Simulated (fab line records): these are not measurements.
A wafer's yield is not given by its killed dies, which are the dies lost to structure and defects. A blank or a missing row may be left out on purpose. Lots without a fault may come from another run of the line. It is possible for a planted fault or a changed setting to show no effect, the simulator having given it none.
2 desks, one fault    flow sky130    only its own numbers are on each desk; what lay behind them is given at the end

## THE TOOL OWNER'S DESK: pvdSputter-04
The tool's own readings at SKY_METAL4_SPUTTER_03 (material Ti, target thk 5 nm, time 3.3 s): means of the sampled wafers that have a number, for each lot that ran on this tool. Marked OUT: a lot whose mean sits more than 4 standard deviations from the usual mean, which makes it out of limits; the brackets give that distance.
Columns: A = chamberPressurePa at SKY_METAL4_SPUTTER_03, usual 0.3999 Pa; B = throttleValvePct at SKY_METAL4_SPUTTER_03, usual 30.3 %
lot   first seen here  A                 B
L815  day 40 04:56     0.3999            31.0
L819  day 41 15:29     0.3994            30.8
L820  day 41 23:00     0.3999            30.7
L821  day 42 07:28     0.4005            30.7
L829  day 44 08:22     0.4160 (+20) OUT  30.3
L832  day 45 00:22     0.4162 (+20) OUT  30.1
Finding of this desk: L829, L832 out of limits; the first was L829 at day 44 08:22, on chamberPressurePa at SKY_METAL4_SPUTTER_03. In limits: L815, L819, L820, L821.

## AT THE METROLOGY DESK
What the gauges read for every lot (on any tool): the sampled wafers with a number, averaged. Marked OUT: a lot whose mean sits more than 4 standard deviations from the usual mean, which makes it out of limits; the brackets give that distance.
Columns: A = VIA2_HDPCVD_THK at SKY_VIA2_THK_MEAS_01, usual 1178 nm; B = VIA2_OVL at SKY_VIA2_OVL_MEAS_13, usual 3 nm
lot   first seen here  A     B
L813  day 34 19:03     1181  4
L814  day 35 13:55     1182  2
L815  day 35 16:20     1163  8
L816  day 35 19:43     1177  3
L817  day 36 03:15     1177  -0
L819  day 37 04:28     1176  1
L820  day 37 12:14     1167  -7
L821  day 37 22:15     1173  1
L822  day 38 07:38     1184  7
L829  day 40 02:34     1181  5
L832  day 40 21:44     1195  2
L834  day 41 10:11     1186  -0
L836  day 41 18:11     1178  12
This desk's finding: nothing out of limits on any of the 13 lots.

## TAKEN TOGETHER
The tool owner's desk had the chance to raise an alarm at day 44 08:22 on L829, L832.
From the metrology desk's view, nothing was out of limits.
The metrology desk holds a record of L829, L832, inside its limits.
The lots listed all ran SKY_METAL4_SPUTTER_03 on pvdSputter-04.

## WHAT HAD BEEN PUT IN BY THE SIMULATOR
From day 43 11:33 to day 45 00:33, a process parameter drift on pvdSputter-04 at SKY_METAL4_SPUTTER_03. A move of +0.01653 in setting chamberPressurePa, from 0.4. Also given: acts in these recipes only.
Shown lots that were struck: L829, L832.
Hours from the fault's start to each desk's first reading out of limits: the tool owner's desk, 21.
